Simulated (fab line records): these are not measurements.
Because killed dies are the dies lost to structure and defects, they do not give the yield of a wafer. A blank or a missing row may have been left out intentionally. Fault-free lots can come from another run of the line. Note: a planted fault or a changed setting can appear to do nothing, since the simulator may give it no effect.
Code-filled problem report in 8D (eight disciplines) form + flow gf180mcu + the parts of the form that need people (team, actions taken, sign-off) are left out

1. THE PROBLEM
Mean of run-length-s at GF_HV_LDD_SOFTBAKE_27: 93.22 s across 2 wafers in 2 lots; on wafers with no fault it is 89.03 s (standard deviation 0.14). That puts it +30 standard deviations away from the usual mean.
The step: time 60 s.
Earliest sighting: wafer L955.3 on litho-track-02 at day 16 02:38. Wafers with a number at this step in the record: 42, from 14 lots. Rule for "out", or "out of limits": more than 4 standard deviations from the usual mean. The other wafers with a number count as sound.

2. WHAT IT IS; WHAT IT IS NOT
| question                    | is                | is not                                                                    |
|-----------------------------|-------------------|---------------------------------------------------------------------------|
| which readings at this step | run-length-s      | -                                                                         |
| which lots                  | L955, L958        | L940, L941, L942, L943, L944, L945, L946, L947, L948, L951, L952, L959    |
| which wafers of those lots  | L955.3, L958.3    | L955.1, L955.5, L958.5, L958.6                                            |
| read on which tools         | litho-track-02    | litho-track-03, litho-track-04                                            |
| when                        | from day 16 02:38 | up to then (35 sound wafers); but 5 sound wafers of L958, L959 came after |

3. THE SUSPECTS, EACH WITH WHAT RULES IT OUT
Counting: if a tool at a process step up to the reading ran every lot that is out, it stays a suspect. Sound lots after the first of them don't rule it out here, since some wafers of a struck lot are sound.
- litho-track-02 at GF_HV_LDD_SOFTBAKE_27 (time 60 s): kept. It processed each lot that is out (first: L955, day 16 02:38); up to then, its last sound lot is L952 (day 14 23:46). On those wafers its own readings are out: run-length-s.
After counting, what remains is litho-track-02 at GF_HV_LDD_SOFTBAKE_27.

4. THE CAUSE (what the simulator had put in)
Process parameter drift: litho-track-02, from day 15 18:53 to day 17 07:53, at GF_HV_LDD_SOFTBAKE_27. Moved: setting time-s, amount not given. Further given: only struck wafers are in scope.
The count eliminated every tool but this one.

5. THE EFFECT CHAIN, in route order
Each row: a reading whose mean over the struck wafers that have a number lies more than 3 standard deviations from the usual. Scope: only readings with a usual standard deviation given in the record; hours: median across lots of the time from each lot's start at the first step in this table that gives one to its start at this step; sigmas: change in usual standard deviations.
| hours | step                  | reading      | usual   | on struck wafers | change | sigmas |
|-------|-----------------------|--------------|---------|------------------|--------|--------|
| 0     | GF_HV_LDD_SOFTBAKE_27 | run-length-s | 89.03 s | 93.22            | +4.19  | +30    |
Here are the process steps it includes:
- GF_HV_LDD_SOFTBAKE_27: time 60 s.
At these later measuring or inspecting steps, every struck wafer for which the step has a row has a number for every such reading, and none has moved that far: GF_M1_CD_MEAS_14, GF_M3_CD_MEAS_14.

6. WHAT WOULD HAVE CAUGHT IT SOONER
First out-of-limits reading in this record: day 16 02:38, which is 8 hours after fault onset at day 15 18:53.
